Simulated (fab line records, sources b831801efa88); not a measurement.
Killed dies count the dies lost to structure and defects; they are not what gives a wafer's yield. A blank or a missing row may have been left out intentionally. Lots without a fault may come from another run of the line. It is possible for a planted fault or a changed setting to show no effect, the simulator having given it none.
Which of the tools did it? + flow sfq line + 14 lots, 41 wafers sampled, at 1 step of a route of 325

== WHAT EACH GAUGE READ, for each wafer ==
The record holds no reading of a measuring or inspecting step that can be judged against a usual standard deviation.

== EACH LOT AND THE TOOL THAT RAN IT (in order: tool; ch and the chambers of the sampled wafers; start) ==
| lot  | SFQ_TRILAYER_I7_VIA_LITHO_PEB_190 |
|------|-----------------------------------|
| L653 | litho track-04 ch 0, day 69 08:25 |
| L654 | litho track-03 ch 0, day 70 04:49 |
| L656 | litho track-02 ch 0, day 70 08:17 |
| L657 | litho track-03 ch 0, day 70 13:11 |
| L658 | litho track-02 ch 0, day 70 15:37 |
| L660 | litho track-02 ch 0, day 70 19:10 |
| L661 | litho track-02 ch 0, day 70 20:22 |
| L666 | litho track-03 ch 0, day 71 03:34 |
| L667 | litho track-03 ch 0, day 71 04:47 |
| L668 | litho track-02 ch 0, day 71 08:25 |
| L669 | litho track-02 ch 0, day 71 20:34 |
| L670 | litho track-04 ch 0, day 71 21:46 |
| L673 | litho track-03 ch 0, day 74 05:56 |
| L674 | litho track-04 ch 0, day 74 07:18 |
- SFQ_TRILAYER_I7_VIA_LITHO_PEB_190: peb time 60 s.

== WHAT THE TOOLS THEMSELVES READ (means of the sampled wafers that have a number; where no wafer has one, the mark that the record gives instead) ==
SFQ_TRILAYER_I7_VIA_LITHO_PEB_190. Usual: exhaust pa 45.0 Pa, standard deviation 0.94; heater power total W 79.15 W, standard deviation 0.066; plate temp C 115.03 C, standard deviation 0.13.
| lot  | tool           | exhaust pa (Pa) | heater power total W (W) | plate temp C (C) | flag |
|------|----------------|-----------------|--------------------------|------------------|------|
| L653 | litho track-04 | 45.2            | 79.16                    | 114.94           |      |
| L654 | litho track-03 | 44.2            | 79.19                    | 115.23           |      |
| L656 | litho track-02 | 44.7            | 79.13                    | 115.14           |      |
| L657 | litho track-03 | 43.9            | 79.10                    | 114.83           |      |
| L658 | litho track-02 | 45.1            | 79.15                    | 115.16           |      |
| L660 | litho track-02 | 44.6            | 79.17                    | 115.09           |      |
| L661 | litho track-02 | 44.8            | 79.08                    | 114.97           |      |
| L666 | litho track-03 | 46.6            | 79.18                    | 115.12           |      |
| L667 | litho track-03 | 46.1            | 79.18                    | 115.05           |      |
| L668 | litho track-02 | 46.2            | 81.35                    | 117.54           | OFF  |
| L669 | litho track-02 | 44.9            | 81.40                    | 117.63           | OFF  |
| L670 | litho track-04 | 44.3            | 79.17                    | 114.89           |      |
| L673 | litho track-03 | 44.3            | 79.11                    | 115.09           |      |
| L674 | litho track-04 | 45.5            | 79.13                    | 115.05           |      |

== THE ANSWER, worked out from the rows above alone ==
Rule: lot off if the mean of its wafers having a number is beyond 3 standard deviations from the usual mean. A lot without any number at a reading at which 4 lots or more have one is off too. Any other lot the step has rows for is counted as sound. Order of review: gauges by route order, followed by the tools' own readings, for which a lot's mean as printed above is used. At the first step where some lot is off, the reading lying furthest off is the one used; lots without a number count as furthest.
Off at SFQ_TRILAYER_I7_VIA_LITHO_PEB_190 (heater power total W): L668, L669.
If a tool, at that step or one of the process steps before it, ran each lot that is off and ran no sound lot following the first of them, it fits. One candidate fits, namely litho track-02 at SFQ_TRILAYER_I7_VIA_LITHO_PEB_190. Its last sound lot is L661 (day 70 20:22), its first lot that is off L668 (day 71 08:25): a fault that began between those two fits.
The tool's own readings at SFQ_TRILAYER_I7_VIA_LITHO_PEB_190 bear it out: on the lots that are off they differ by more than 5 times the standard deviation of the sound lots' means. heater power total W reads 81.38 W there against 79.15 W on the sound lots; plate temp C reads 117.59 C there against 115.05 C on the sound lots.

== WHAT HAD BEEN PUT IN BY THE SIMULATOR ==
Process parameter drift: litho track-02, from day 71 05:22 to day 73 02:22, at SFQ_TRILAYER_I7_VIA_LITHO_PEB_190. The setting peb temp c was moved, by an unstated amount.
Shown lots that were struck: L668, L669. The rule given above showed the same thing.
